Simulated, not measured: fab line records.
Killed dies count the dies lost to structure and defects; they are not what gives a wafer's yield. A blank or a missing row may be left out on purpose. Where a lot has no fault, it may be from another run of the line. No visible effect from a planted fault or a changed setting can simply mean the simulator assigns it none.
A struck lot beside a sound one | flow sky130 | 45 steps out of a route of 708
Sound: wafers L531.1, L531.4, L531.6. Struck: wafer L538.2 (left out: L538.5, a lot-mate that was not struck); the cause follows at the end.
Order at every step that has rows: each side's tool, ch and its chambers, its first start. Under that, the readings that differ: sound wafers | struck wafers | difference of the means | sigmas: that difference in standard deviations of wafers without a fault.
alike: a reading whose means differ by less than 2 such deviations, as well as words and numbers matching on both sides. not compared: withheld readings; readings where some wafer has no value; bounds like >300 that might hide an equal value; numbers whose values overlap and for which the record gives no deviation.
A row with sigmas, a row that says differs or no value, or rows on one side alone: a step with any of these is where the two part. Non-overlapping numbers with no deviation appear without sigmas and do not part them. A reading missing from all wafers of one side parts the sides only when that side holds two or more wafers.

first, 5 steps without rows for these wafers: SKY_LOCAL_INTERCONNECT_STRIP_15 (strips in O2/N2); SKY_LOCAL_INTERCONNECT_STRIP_16 (strips in post etch residue remover, time 1200 s); SKY_LOCAL_INTERCONNECT_CLEAN_17 (cleans in IPA, time 180 s); SKY_LOCAL_INTERCONNECT_CLEAN_18 (cleans in O3/DIW); SKY_CONTACT_CVD_00 (deposits Si3N4, target thk 75 nm).
SKY_CONTACT_THK_MEAS_01:
  sound: film metro-03 at day 34 07:28; struck: film metro-03 at day 36 10:21
  alike: CONTACT_CVD_00_THK
then, 1 step without rows for these wafers: SKY_CONTACT_HDPCVD_02 (deposits SiO2, target thk 565 nm, time 94.2 s).
SKY_CONTACT_THK_MEAS_03:
  sound: film metro-02 at day 34 07:35; struck: film metro-04 at day 36 10:29
  alike: CONTACT_HDPCVD_THK
SKY_CONTACT_CMP_04: polishes SiO2.
  sound on cmp-02 ch 0,2, day 34 07:42; struck on cmp-01 ch 0, day 36 10:41
  alike: motor current A, retaining ring pressure frac, time to endpoint s
SKY_CONTACT_BOW_MEAS_05:
  sound: film metro-03 at day 34 07:57; struck: film metro-04 at day 36 10:51
  alike: CONTACT_BOW
then, 2 steps without rows for these wafers: SKY_CONTACT_DEHYDRATE_06 (time 60 s); SKY_CONTACT_HMDS_07 (prime time 60 s).
SKY_CONTACT_COAT_08: resist thk 60 nm.
  sound on litho track-02 ch 0, day 34 21:07; struck on litho track-02 ch 0, day 36 22:47
  alike: spin speed rpm
then, 5 steps without rows for these wafers: SKY_CONTACT_COAT_09 (resist thk 450 nm); SKY_CONTACT_SOFTBAKE_10 (time 90 s); SKY_CONTACT_EXPOSE_11 (exposes mask CTM1, target cd 170 nm); SKY_CONTACT_PEB_12; SKY_CONTACT_DEVELOP_13 (develop time 60 s).
SKY_CONTACT_CD_MEAS_14: target cd 170 nm.
  sound: cd sem-01 at day 35 09:49; struck: cd sem-01 at day 37 12:17
  alike: cd nm
SKY_CONTACT_OVL_MEAS_15:
  sound: overlay-01 at day 35 09:56; struck: overlay-01 at day 37 12:23
  alike: CONTACT_OVL
SKY_CONTACT_ETCH_16: etches BARC in N2/H2, stops on SiO2, time 45.9 s, target depth 60 nm.
  sound on rie diel-04 ch 1,2,3, day 35 09:58; struck on rie diel-04 ch 2, day 37 12:25
  reading                  | sound             | struck | difference | sigmas
  oes product au (a.u.)    | 0.857 0.859 0.861 | 0.880  | +0.021     | +5
  model.etch.depth nm (nm) | 59.76 59.89 59.95 | 63.73  | +3.86      |
  alike: drypump motor current A, throttle valve pct
  not compared: rf hours counter h
SKY_CONTACT_ETCH_17: etches SiO2 in C4F8/O2/Ar, stops on Si3N4, target depth 340 nm.
  sound on rie diel-04 ch 1,2,3, day 35 10:00; struck on rie diel-04 ch 2, day 37 12:28
  alike: oes product au
then, 6 steps without rows for these wafers: SKY_CONTACT_ETCH_18 (etches Si3N4 in CHF3/O2, stops on TiN, time 39 s, target depth 75 nm); SKY_CONTACT_STRIP_19 (strips in O2/N2); SKY_CONTACT_STRIP_20 (strips in post etch residue remover, time 1200 s); SKY_CONTACT_CLEAN_21 (cleans in IPA, time 180 s); SKY_CONTACT_CLEAN_22 (cleans in O3/DIW); SKY_CONTACT_SPUTTER_23 (material TiN, target thk 20 nm, time 80 s).
SKY_CONTACT_CVD_24: deposits W, target thk 340 nm, time 102.12 s.
  sound on cvd w-01 ch 0,1, day 35 10:50; struck on cvd w-01 ch 1, day 37 13:14
  alike: heater power w
SKY_CONTACT_RS_MEAS_25: a four-point-probe measurement.
  sound: film metro-03 at day 35 10:56; struck: film metro-02 at day 37 13:22
  alike: CONTACT_W_RS
SKY_CONTACT_THK_MEAS_26: measures by xrf.
  sound: film metro-03 at day 35 11:04; struck: film metro-02 at day 37 13:28
  alike: CONTACT_W_THK
then, 1 step without rows for these wafers: SKY_CONTACT_CMP_27 (polishes, stops on SiO2, t overpolish 15 s, target thk 0 nm).
SKY_METAL1_SPUTTER_00: material Ti, target thk 15 nm, time 10 s.
  sound: pvd sputter-02 at day 35 11:25; struck: pvd sputter-01 at day 37 13:49
  reading                | sound          | struck | difference | sigmas
  throttle valve pct (%) | 31.3 30.1 30.4 | 27.8   | -2.8       | -2
then, 1 step without rows for these wafers: SKY_METAL1_SPUTTER_01 (material TiN, target thk 20 nm, time 16.7 s).
SKY_METAL1_SPUTTER_02: material AlCu, target thk 250 nm, time 13.3 s.
  sound: pvd sputter-02 at day 35 11:28; struck: pvd sputter-01 at day 37 13:52
  reading                | sound          | struck | difference | sigmas
  throttle valve pct (%) | 31.4 30.2 30.3 | 27.9   | -2.7       | -2
then, 2 steps without rows for these wafers: SKY_METAL1_SPUTTER_03 (material Ti, target thk 5 nm, time 3.3 s); SKY_METAL1_SPUTTER_04 (material TiN, target thk 70 nm, time 58.3 s).
SKY_METAL1_RS_MEAS_05: a four-point-probe measurement.
  sound: film metro-02 at day 35 11:34; struck: film metro-02 at day 37 13:59
  alike: METAL1_ALCU_RS
SKY_METAL1_THK_MEAS_06: measures by xrf.
  sound: film metro-02 at day 35 11:41; struck: film metro-02 at day 37 14:05
  alike: METAL1_ALCU_THK
then, 3 steps without rows for these wafers: SKY_METAL1_DEHYDRATE_07 (time 60 s); SKY_METAL1_HMDS_08 (prime time 60 s); SKY_METAL1_COAT_09 (resist thk 60 nm).
-- the record jumps here: 8 days lie between the struck wafers' starts before and after (it left off in module METAL1 and takes up again in module VIA3, whose first step shown is number 595 of the route) --
SKY_VIA3_RS_MEAS_22: a four-point-probe measurement.
  sound: film metro-01 at day 43 05:24; struck: film metro-01 at day 45 02:18
  alike: VIA3_W_RS
  not compared: hold
SKY_VIA3_THK_MEAS_23: measures by xrf.
  sound: film metro-01 at day 43 05:31; struck: film metro-01 at day 45 07:05
  alike: VIA3_W_THK
  not compared: hold
SKY_PAD_OPEN_PROBE_99:
  sound wafers here have rows in the record (prober-01, day 48 20:24); struck ones have none

## WHERE THEY PART
Last at SKY_PAD_OPEN_PROBE_99 as far as this record goes, first at SKY_CONTACT_ETCH_16.

WHY: what the simulator had put in
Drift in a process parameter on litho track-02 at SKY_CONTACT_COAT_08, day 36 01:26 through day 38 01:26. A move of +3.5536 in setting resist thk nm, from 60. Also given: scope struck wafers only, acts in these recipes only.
